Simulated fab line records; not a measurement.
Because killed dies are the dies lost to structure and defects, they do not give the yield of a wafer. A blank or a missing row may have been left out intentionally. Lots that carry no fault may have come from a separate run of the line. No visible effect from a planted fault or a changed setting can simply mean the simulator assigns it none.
A lot that was struck, set against a sound lot + flow sky130 + 23 steps out of a route of 708
Sound: wafers L262.1, L262.4, L262.5. Wafers L267.1, L267.4, L267.6 were the ones struck. The cause is named last.
Order at every step that has rows: each side's tool, ch and its chambers, its first start. Under that, the readings that differ: sound wafers + struck wafers + difference of the means + sigmas: that difference in standard deviations of wafers without a fault.
alike: readings whose means differ by less than 2 such deviations, and words and numbers that are the same on both sides. not compared: withheld readings, readings that some wafer has no value for, bounds like >300 that may hide the same value, and numbers for which the record gives no deviation and whose values overlap.
The two part at a step that has a row with sigmas, a row that says differs or no value, or rows on one side only. Non-overlapping numbers with no deviation appear without sigmas and do not part them. A reading that every wafer of one side lacks parts them only if that side has two wafers or more.

SKY_LOCAL_INTERCONNECT_STRIP_15: strips in O2/N2.
  sound on plasma-asher-01 ch 0,1, day 31 19:34; struck on plasma-asher-04 ch 0, day 33 12:19
  alike: drypump-motor-current-A, oes-product-au, strip-time-to-endpoint-s
  not compared: rf-hours-counter-h
then, 3 steps without rows for these wafers: SKY_LOCAL_INTERCONNECT_STRIP_16 (strips in post etch residue remover, time 1200 s); SKY_LOCAL_INTERCONNECT_CLEAN_17 (cleans in IPA, time 180 s); SKY_LOCAL_INTERCONNECT_CLEAN_18 (cleans in O3/DIW).
SKY_CONTACT_CVD_00: deposits Si3N4, target thk 75 nm.
  sound on pecvd-01 ch 1,2, day 31 20:09; struck on pecvd-04 ch 1,2, day 33 12:55
  alike: heater-power-w
SKY_CONTACT_THK_MEAS_01:
  sound on film-metro-02 at day 31 20:11; struck on film-metro-03 at day 33 12:57
  alike: CONTACT_CVD_00_THK
then, 1 step without rows for these wafers: SKY_CONTACT_HDPCVD_02 (deposits SiO2, target thk 565 nm, time 94.2 s).
SKY_CONTACT_THK_MEAS_03:
  sound on film-metro-03 at day 31 20:19; struck on film-metro-03 at day 33 13:05
  alike: CONTACT_HDPCVD_THK
SKY_CONTACT_CMP_04: polishes SiO2.
  sound on cmp-01 ch 0,1, day 31 20:23; struck on cmp-01 ch 0,2,3, day 33 13:08
  alike: motor-current-A, time-to-endpoint-s
SKY_CONTACT_BOW_MEAS_05:
  sound on film-metro-03 at day 31 20:41; struck on film-metro-04 at day 33 13:26
  alike: CONTACT_BOW
then, 2 steps without rows for these wafers: SKY_CONTACT_DEHYDRATE_06 (time 60 s); SKY_CONTACT_HMDS_07 (prime time 60 s).
SKY_CONTACT_COAT_08: resist thk 60 nm.
  sound on litho-track-03 ch 0, day 32 09:53; struck on litho-track-04 ch 0, day 34 02:18
| reading              | sound                | struck               | difference | sigmas      |
|----------------------|----------------------|----------------------|------------|-------------|
| spin-speed-rpm (rpm) | 3000.4 3000.4 3000.8 | 3266.4 3265.6 3267.9 | +266.1     | +99 or more |
then, 5 steps without rows for these wafers: SKY_CONTACT_COAT_09 (resist thk 450 nm); SKY_CONTACT_SOFTBAKE_10 (time 90 s); SKY_CONTACT_EXPOSE_11 (exposes mask CTM1, target cd 170 nm); SKY_CONTACT_PEB_12; SKY_CONTACT_DEVELOP_13 (develop time 60 s).
SKY_CONTACT_CD_MEAS_14: the cd target is 170 nm.
  sound on cd-sem-02 at day 33 00:10; struck on cd-sem-01 at day 34 16:01
  alike: cd-nm
SKY_CONTACT_OVL_MEAS_15:
  sound on overlay-01 at day 33 00:17; struck on overlay-01 at day 34 16:08
  alike: CONTACT_OVL
SKY_CONTACT_ETCH_16: etches BARC in N2/H2, stops on SiO2, time 45.9 s, target depth 60 nm.
  sound on rie-diel-02 ch 0,1,3, day 33 00:20; struck on rie-diel-01 ch 1,2,3, day 34 16:11
| reading                  | sound             | struck            | difference | sigmas |
|--------------------------|-------------------|-------------------|------------|--------|
| oes-product-au (a.u.)    | 0.855 0.848 0.861 | 0.843 0.831 0.832 | -0.019     | -4     |
| model.etch.depth-nm (nm) | 59.67 59.7 59.79  | 57.71 57.63 57.66 | -2.05      |        |
  alike: drypump-motor-current-A, throttle-valve-pct
  not compared: rf-hours-counter-h
SKY_CONTACT_ETCH_17: etches SiO2 in C4F8/O2/Ar, stops on Si3N4, target depth 340 nm.
  sound on rie-diel-02 ch 0,1,3, day 33 00:22; struck on rie-diel-01 ch 1,2,3, day 34 16:13
  alike: oes-product-au
-- the record jumps here: 13 days lie between the struck wafers' starts before and after (it left off in module CONTACT and takes up again in module PAD_OPEN, whose first step shown is number 708 of the route) --
SKY_PAD_OPEN_PROBE_99:
  sound on prober-02 at day 46 20:00; struck on prober-01 at day 48 02:26
  alike: killed_at_M0_to_M3, killed_at_M4_up, killed-at-contacts, killed-at-front-end, killed-at-other, killed-dies, killed-open, killed-short

WHERE THEY PART
First at SKY_CONTACT_COAT_08; last, within this record, at SKY_CONTACT_ETCH_16. Later steps at which nothing parts them and some readings are alike: SKY_CONTACT_ETCH_17, SKY_PAD_OPEN_PROBE_99.

WHY: the cause the simulator had injected
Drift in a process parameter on litho-track-04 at SKY_CONTACT_COAT_08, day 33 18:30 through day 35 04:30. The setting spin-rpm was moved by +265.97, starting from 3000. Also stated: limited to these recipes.
